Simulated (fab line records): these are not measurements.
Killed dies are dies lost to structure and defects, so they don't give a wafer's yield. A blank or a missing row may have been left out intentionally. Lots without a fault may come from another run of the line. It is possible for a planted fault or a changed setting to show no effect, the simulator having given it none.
2 desks, one fault :: flow gf180mcu :: numbers are kept per desk, each desk with only its own; the story behind them comes last

## THE METROLOGY DESK
What the gauges read, lot by lot, whatever tool the lot ran on: means of the sampled wafers that have a number. The brackets show how far a lot's mean lies from the usual mean; more than 4 standard deviations puts the lot out of limits, marked OUT.
Columns: A = CONTACT_CVD_00_THK at GF_CONTACT_THK_MEAS_01, usual 301 nm; B = cd nm at GF_CONTACT_CD_MEAS_14, usual 219.9 nm; C = CONTACT_OVL at GF_CONTACT_OVL_MEAS_15, usual -1 nm
lot: L194
first seen here: day 14 23:34
A: 302
B: 220.6
C: 3

lot: L196
first seen here: day 15 19:28
A: 309
B: 218.0
C: 2

lot: L198
first seen here: day 16 12:23
A: 298
B: 217.6
C: 2

lot: L199
first seen here: day 16 20:41
A: 302
B: 219.4
C: -1

lot: L200
first seen here: day 17 08:22
A: 309
B: 220.9
C: -6

lot: L202
first seen here: day 18 10:43
A: 298
B: 219.4
C: -7

lot: L204
first seen here: day 19 12:25
A: 302
B: 218.7
C: -2

lot: L209
first seen here: day 20 18:29
A: 306
B: 209.5 (-7.4) OUT
C: -5

lot: L211
first seen here: day 21 07:41
A: 296
B: 216.3
C: -10

lot: L212
first seen here: day 21 18:39
A: 296
B: 220.1
C: 7

lot: L213
first seen here: day 22 00:25
A: 302
B: 221.9
C: 6

lot: L214
first seen here: day 22 09:20
A: 298
B: 222.0
C: 6

lot: L216
first seen here: day 23 04:13
A: 299
B: 221.1
C: 3

lot: L217
first seen here: day 23 08:35
A: 295
B: 219.9
C: -3
This desk's verdict: out of limits on L209, starting with L209 at day 21 19:30 (cd nm at GF_CONTACT_CD_MEAS_14). L194, L196, L198, L199, L200, L202, L204, L211, L212, L213, L214, L216, L217: within limits.

## AT THE TOOL OWNER'S DESK: krf scanner-01
The tool's own readings at GF_CONTACT_EXPOSE_11 (exposes mask Contact, target cd 220 nm): means of the sampled wafers that have a number, for each lot that ran on this tool. The brackets show how far a lot's mean lies from the usual mean; more than 4 standard deviations puts the lot out of limits, marked OUT.
Columns: A = stage vel mm s at GF_CONTACT_EXPOSE_11, usual 500.02 mm/s
lot: L196
first seen here: day 16 07:08
A: 500.34

lot: L200
first seen here: day 17 20:43
A: 499.73

lot: L202
first seen here: day 18 23:37
A: 500.17

lot: L204
first seen here: day 20 01:10
A: 500.21

lot: L209
first seen here: day 21 07:07
A: 499.99

lot: L211
first seen here: day 21 20:35
A: 500.32
This desk found nothing out of limits on any of the 6 lots.

## BROUGHT TOGETHER
The metrology desk could have raised an alarm at day 21 19:30, on L209.
The tool owner's desk saw nothing out of limits.
The tool owner's desk has L209 on record, within its limits.
On krf scanner-01, each named lot ran GF_CONTACT_EXPOSE_11.

## WHAT THE SIMULATOR HAD PUT IN
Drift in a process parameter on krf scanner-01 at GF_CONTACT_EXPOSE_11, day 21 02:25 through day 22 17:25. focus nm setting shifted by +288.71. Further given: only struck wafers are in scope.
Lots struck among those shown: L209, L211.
Per desk, hours elapsed from the start of the fault to the first reading out of limits: for the metrology desk, 17.
